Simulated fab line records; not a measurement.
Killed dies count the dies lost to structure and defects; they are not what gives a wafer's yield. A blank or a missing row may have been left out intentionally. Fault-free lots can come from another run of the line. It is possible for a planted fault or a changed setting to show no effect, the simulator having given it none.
fab line records + flow sky130
record:
- lots: 6
- wafers: 18
- last-day: 50
route steps=708 shown SD_P@326 RES_XHIGH@332 PAD_OPEN@708
lots that met no fault: taken from a fault-free run of the same line
start-h: the number of hours between the record's first day and the start of the first shown wafer of the lot + wait-h: time in hours since the lot's previous step + " unchanged from the row above + L1.1+2: several wafers, shown together as one row + - value missing, or start not given + * or withheld: withheld + < > ~ a bound
route shown NAME@n: a module of which the file shows steps, and the number in the route of the first + usual: average and standard deviation across the fault-free wafers + same: alike in all rows + chamber/n: place in a boat + sites: each site's reading + _std_site: how widely they spread, as a standard deviation + _edge_site: outer sites' mean less inner sites' + radius-mm: how far each site lies from the wafer's centre + mask NAME#n: copy n + behind: the tool/chamber that last shaped the wafer + hold: why the lot was held/for how many hours/how that ended + device: which transistor (n, p or np) failed to switch + end of line: tests of these same wafers at the route's end + a step given without rows: its recipe and nothing more + killed: at the first sort, the dies lost to defects and structure; wafer yield is something else + map: shows each die of a wafer: x if killed, . if not, _ if none is there
set.NAME: the run value of the setting; set.NAME@STEP: its run value at that earlier step + model.NAME: the simulator's own value behind a step, which no gauge read
a table for each step, a row for each wafer; lots at some steps of the route
services: when a tool's chamber went out of use (start-h, in hours from the record's first day, below 0 if earlier), for how many hours, and the reason
== steps ==
step: SKY_SD_P_DEVELOP_06
recipe:
- resist: NOVOLAK
- developer: TMAH
- develop-time-s: 60
- dev-temp-c: 23.58
step: SKY_SD_P_CD_MEAS_07
recipe:
- target-cd-nm: 380
usual:
- cd-nm: 380.2/2.6
| lot.wafer | tool      | chamber | start-h | wait-h | cd-nm |
|-----------|-----------|---------|---------|--------|-------|
| L785.1    | cd-sem-01 | -       | 641.22  | 0.1    | 380.7 |
| L785.5    | "         | -       | "       | "      | 380.7 |
| L785.6    | "         | -       | "       | "      | 380.1 |
| L786.1    | cd-sem-02 | -       | 646.27  | 0.1    | 377.6 |
| L786.4    | "         | -       | "       | "      | 378.0 |
| L786.6    | "         | -       | "       | "      | 377.8 |
| L792.2    | cd-sem-02 | -       | 688.69  | 0.1    | 384.8 |
| L792.4    | "         | -       | "       | "      | 382.7 |
| L792.5    | "         | -       | "       | "      | 383.3 |
| L794.3    | cd-sem-02 | -       | 693.60  | 0.1    | 379.1 |
| L794.5    | "         | -       | "       | "      | 376.4 |
| L794.6    | "         | -       | "       | "      | 375.1 |
| L795.1    | cd-sem-02 | -       | 704.33  | 0.1    | 378.3 |
| L795.2    | "         | -       | "       | "      | 377.2 |
| L795.4    | "         | -       | "       | "      | 378.2 |
| L804.1    | cd-sem-02 | -       | 772.42  | 0.1    | 380.0 |
| L804.3    | "         | -       | "       | "      | 380.5 |
| L804.4    | "         | -       | "       | "      | 380.4 |
step: SKY_SD_P_OVL_MEAS_08
usual:
- SD_P_OVL: 1.3/1.3
| lot.wafer | tool       | chamber | start-h | wait-h | SD_P_OVL[nm] |
|-----------|------------|---------|---------|--------|--------------|
| L785.1    | overlay-02 | -       | 641.34  | 0.1    | 3.1          |
| L785.5    | "          | -       | "       | "      | 1.6          |
| L785.6    | "          | -       | "       | "      | -0.5         |
| L786.1    | overlay-01 | -       | 646.39  | 0.1    | 1.2          |
| L786.4    | "          | -       | "       | "      | 4.7          |
| L786.6    | "          | -       | "       | "      | 3.2          |
| L792.2    | overlay-01 | -       | 688.79  | 0.1    | 1.2          |
| L792.4    | "          | -       | "       | "      | 2.6          |
| L792.5    | "          | -       | "       | "      | 2.2          |
| L794.3    | overlay-01 | -       | 693.70  | 0.1    | 1.2          |
| L794.5    | "          | -       | "       | "      | 0.3          |
| L794.6    | "          | -       | "       | "      | 1.9          |
| L795.1    | overlay-02 | -       | 704.45  | 0.1    | 3.3          |
| L795.2    | "          | -       | "       | "      | 1.1          |
| L795.4    | "          | -       | "       | "      | 1.8          |
| L804.1    | overlay-02 | -       | 772.54  | 0.1    | 1.5          |
| L804.3    | "          | -       | "       | "      | 2.0          |
| L804.4    | "          | -       | "       | "      | 2.2          |
step: SKY_SD_P_IMPLANT_09
recipe:
- species: BF2
- energy-kev: 19.78
- dose-cm2: 3e+15
- tilt-deg: 0
step: SKY_SD_P_STRIP_10
recipe:
- chemistry: O2/N2
- power-w: 1400
- pressure-mtorr: 1500
- platen-temp-c: withheld
- o2-flow-sccm: 3000
- n2-flow-sccm: 300
- overash-fraction: 0.5
usual:
- drypump-motor-current-A: 5.66/0.18
- oes-product-au: 0.619/0.005
- strip-time-to-endpoint-s: 17.49/0.04
| lot.wafer | tool            | chamber | start-h | wait-h | drypump-motor-current-A | oes-product-au | rf-hours-counter-h | strip-time-to-endpoint-s |
|-----------|-----------------|---------|---------|--------|-------------------------|----------------|--------------------|--------------------------|
| L785.1    | plasma-asher-02 | 1       | 641.52  | 0.1    | 5.84                    | 0.614          | 49                 | 17.48                    |
| L785.5    | "               | 1       | "       | "      | 5.87                    | 0.615          | -                  | 17.48                    |
| L785.6    | "               | 0       | "       | "      | 5.59                    | 0.626          | -                  | 17.44                    |
| L786.1    | plasma-asher-03 | 0       | 646.57  | 0.1    | 5.61                    | 0.616          | 20                 | 17.44                    |
| L786.4    | "               | 1       | "       | "      | 5.73                    | 0.626          | -                  | 17.48                    |
| L786.6    | "               | 1       | "       | "      | 5.74                    | 0.616          | -                  | 17.46                    |
| L792.2    | plasma-asher-03 | 0       | 688.97  | 0.1    | 5.61                    | 0.610          | 24                 | 17.48                    |
| L792.4    | "               | 1       | "       | "      | 5.74                    | 0.624          | -                  | 17.52                    |
| L792.5    | "               | 1       | "       | "      | 5.75                    | 0.618          | -                  | 17.50                    |
| L794.3    | plasma-asher-02 | 0       | 693.90  | 0.1    | 5.55                    | 0.616          | -                  | 17.50                    |
| L794.5    | "               | 1       | "       | "      | 5.82                    | 0.614          | -                  | 17.52                    |
| L794.6    | "               | 0       | "       | "      | 5.59                    | 0.626          | -                  | 17.53                    |
| L795.1    | plasma-asher-02 | 1       | 704.63  | 0.1    | 5.84                    | 0.617          | 55                 | 17.53                    |
| L795.2    | "               | 0       | "       | "      | 5.53                    | 0.621          | 55                 | 17.54                    |
| L795.4    | "               | 0       | "       | "      | 5.55                    | 0.623          | -                  | 17.51                    |
| L804.1    | plasma-asher-01 | 1       | 772.72  | 0.1    | 5.10                    | 0.618          | 102                | 17.50                    |
| L804.3    | "               | 0       | "       | "      | 5.69                    | 0.624          | -                  | 17.53                    |
| L804.4    | "               | 1       | "       | "      | 5.11                    | 0.626          | -                  | 17.50                    |
step: SKY_SD_P_TW_MEAS_11
usual:
- SD_P_TW: 2805/27
| lot.wafer | tool          | chamber | start-h | wait-h | SD_P_TW |
|-----------|---------------|---------|---------|--------|---------|
| L785.1    | film-metro-02 | -       | 641.62  | 0.1    | 2830    |
| L785.5    | "             | -       | "       | "      | 2845    |
| L785.6    | "             | -       | "       | "      | 2834    |
| L786.1    | film-metro-01 | -       | 646.67  | 0.1    | 2780    |
| L786.4    | "             | -       | "       | "      | 2779    |
| L786.6    | "             | -       | "       | "      | 2770    |
| L792.2    | film-metro-04 | -       | 689.08  | 0.1    | 2792    |
| L792.4    | "             | -       | "       | "      | 2802    |
| L792.5    | "             | -       | "       | "      | 2809    |
| L794.3    | film-metro-04 | -       | 693.99  | 0.1    | 2774    |
| L794.5    | "             | -       | "       | "      | 2805    |
| L794.6    | "             | -       | "       | "      | 2795    |
| L795.1    | film-metro-02 | -       | 704.73  | 0.1    | 2847    |
| L795.2    | "             | -       | "       | "      | 2843    |
| L795.4    | "             | -       | "       | "      | 2834    |
| L804.1    | film-metro-04 | -       | 772.82  | 0.1    | 2827    |
| L804.3    | "             | -       | "       | "      | 2813    |
| L804.4    | "             | -       | "       | "      | 2811    |
step: SKY_RES_XHIGH_DEHYDRATE_00
recipe:
- temp-c: 200
- time-s: 60
step: SKY_RES_XHIGH_HMDS_01
recipe:
- prime-time-s: 60
- prime-temp-c: 120
step: SKY_RES_XHIGH_COAT_02
recipe:
- resist: NOVOLAK
- spin-rpm: 3000
- resist-thk-nm: 1140
step: SKY_RES_XHIGH_SOFTBAKE_03
recipe:
- temp-c: 90
- time-s: 60
- resist: NOVOLAK
step: SKY_RES_XHIGH_EXPOSE_04
recipe:
- mask-id: URPM
- na: 0.6
- source-shape: conventional
- sigma-outer: 0.6
- polarization: unpolarized
- target-cd-nm: 1270
- dose-mj: 140
step: SKY_RES_XHIGH_PEB_05
recipe:
- temp-c: withheld
- time-s: *
- resist: NOVOLAK
step: SKY_RES_XHIGH_DEVELOP_06
recipe:
- resist: NOVOLAK
- developer: TMAH
- develop-time-s: 60
- dev-temp-c: 23
usual:
- chill-plate-temp-C: 23.00/0.096
- developer-temp-C: 22.99/0.1
| lot.wafer | tool           | chamber | start-h | wait-h | chill-plate-temp-C | developer-temp-C |
|-----------|----------------|---------|---------|--------|--------------------|------------------|
| L785.1    | litho-track-04 | 0       | 669.57  | 0.1    | 22.98              | 23.26            |
| L785.5    | "              | 0       | "       | "      | 22.97              | 22.92            |
| L785.6    | "              | 0       | "       | "      | 22.88              | 22.89            |
| L786.1    | litho-track-02 | 0       | 674.37  | 0.1    | 23.00              | 22.92            |
| L786.4    | "              | 0       | "       | "      | 23.11              | 23.08            |
| L786.6    | "              | 0       | "       | "      | 23.04              | 22.80            |
| L792.2    | litho-track-01 | 0       | 717.76  | 0.1    | 22.89              | 22.85            |
| L792.4    | "              | 0       | "       | "      | 22.98              | 22.98            |
| L792.5    | "              | 0       | "       | "      | 22.88              | 22.87            |
| L794.3    | litho-track-04 | 0       | 721.97  | 0.1    | 22.86              | 23.86            |
| L794.5    | "              | 0       | "       | "      | 22.97              | 23.96            |
| L794.6    | "              | 0       | "       | "      | 22.98              | 23.90            |
| L795.1    | litho-track-04 | 0       | 733.02  | 0.1    | 23.06              | 23.98            |
| L795.2    | "              | 0       | "       | "      | 23.09              | 24.07            |
| L795.4    | "              | 0       | "       | "      | 23.15              | 23.96            |
| L804.1    | litho-track-02 | 0       | 798.47  | 0.1    | 23.15              | 23.01            |
| L804.3    | "              | 0       | "       | "      | 23.03              | 23.06            |
| L804.4    | "              | 0       | "       | "      | 23.01              | 23.03            |
step: SKY_RES_XHIGH_IMPLANT_07
recipe:
- species: BF2
- energy-kev: 20
- dose-cm2: 3.6e+14
- tilt-deg: 0
step: SKY_PAD_OPEN_PROBE_99
usual:
- killed_at_M0_to_M3: 44/7.3
- killed_at_M4_up: 3.4/1.7
- killed-at-contacts: 24/5.3
- killed-at-front-end: 15/4.1
- killed-at-other: 0.4/0.68
- killed-dies: 87/9.5
- killed-open: 48/7.1
- killed-short: 39/5.8
same:
- gross-dies: 492
- killed-at-back-side: 0
| lot.wafer | tool      | chamber | start-h | wait-h | killed_at_M0_to_M3 | killed_at_M4_up | killed-at-contacts | killed-at-front-end | killed-at-other | killed-dies | killed-open | killed-short |
|-----------|-----------|---------|---------|--------|--------------------|-----------------|--------------------|---------------------|-----------------|-------------|-------------|--------------|
| L786.1    | prober-01 | -       | 1114.20 | 0.1    | 52                 | 1               | 31                 | 7                   | 0               | 91          | 52          | 39           |
| L786.4    | prober-01 | -       | 1114.35 | 0.2    | 43                 | 5               | 26                 | 16                  | 1               | 91          | 50          | 41           |
| L786.6    | prober-01 | -       | 1114.45 | 0.2    | 43                 | 5               | 25                 | 17                  | 0               | 90          | 48          | 42           |
| L792.2    | prober-02 | -       | 1144.39 | 0.1    | 39                 | 3               | 30                 | 14                  | 1               | 87          | 41          | 45           |
| L792.4    | prober-02 | -       | 1144.49 | 0.2    | 36                 | 5               | 29                 | 21                  | 0               | 91          | 50          | 40           |
| L792.5    | prober-02 | -       | 1144.54 | 0.2    | 39                 | 6               | 20                 | 16                  | 0               | 81          | 41          | 40           |
killed by level:class
L786.1 CONTACT:geometric-particle:open=14 VIA1:geometric-particle:open=10 VIA3:geometric-particle:open=9 VIA2:geometric-particle:open=7 VIA1:geometric-particle:short=6 LI_CONTACT:geometric-particle:short=6 LI_CONTACT:geometric-particle:open=5 VIA2:geometric-particle:short=5
L786.4 VIA3:geometric-particle:open=9 VIA1:geometric-particle:open=9 LI_CONTACT:geometric-particle:open=8 VIA2:geometric-particle:open=8 CONTACT:geometric-particle:open=5 VIA3:geometric-particle:short=5 FIELD_ISO:geometric-particle:short=4 METAL1:geometric-particle:short=4
L786.6 CONTACT:geometric-particle:open=11 VIA1:geometric-particle:open=8 VIA1:geometric-particle:short=7 LOCAL_INTERCONNECT:geometric-particle:short=6 VIA2:geometric-particle:open=6 FIELD_ISO:geometric-particle:open=5 METAL1:geometric-particle:short=5 VIA3:geometric-particle:open=5
L792.2 CONTACT:geometric-particle:open=10 LOCAL_INTERCONNECT:geometric-particle:short=7 LI_CONTACT:geometric-particle:open=6 CONTACT:geometric-particle:short=6 VIA1:geometric-particle:open=6 VIA2:geometric-particle:short=6 VIA3:geometric-particle:open=5 FIELD_ISO:geometric-particle:open=5
L792.4 CONTACT:geometric-particle:open=8 LI_CONTACT:geometric-particle:open=7 VIA3:geometric-particle:open=7 VIA1:geometric-particle:open=7 METAL2:geometric-particle:short=6 CONTACT:geometric-particle:short=6 POLY_GATE:geometric-particle:open=5 FIELD_ISO:geometric-particle:short=4
L792.5 CONTACT:geometric-particle:open=10 VIA1:geometric-particle:open=9 POLY_GATE:geometric-particle:short=6 VIA3:geometric-particle:open=6 VIA2:geometric-particle:short=5 FIELD_ISO:geometric-particle:short=4 VIA2:geometric-particle:open=4 METAL2:geometric-particle:short=4
== services ==
| tool            | chamber | start-h | hours | kind   |
|-----------------|---------|---------|-------|--------|
| plasma-asher-01 | -       | 629.95  | 2.7   | repair |
| plasma-asher-03 | -       | 651.58  | 1.5   | repair |
| plasma-asher-02 | -       | 720.21  | 6.1   | repair |
== key ==
first-sign:
- step: SKY_RES_XHIGH_DEVELOP_06
- reading: developer-temp-C
- direction: up
- sigmas: 9.7
- usual: *
- struck: *
effect none on later readings
met-at SKY_RES_XHIGH_DEVELOP_06
struck-wafers L794.3,L794.5,L794.6,L795.1,L795.2,L795.4
tester-left-out L794,L795
onset-between 669.57 721.97
fault:
- kind: process-parameter-drift
- tool: litho-track-04
- chamber: -
- onset-h: 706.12
- steps: SKY_RES_XHIGH_DEVELOP_06
- channel: dev-temp-c
- offset: *
- shape: step
- end-h: 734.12
- acts-in: *
- stated: *
tester-left-out: of these lots the tester's yield and bins aren't shown, on N5 and GAA mostly nor the transistor test; their killed dies are dies lost to structure and defects alone, not to doping, threshold or leakage, so they don't give the yield
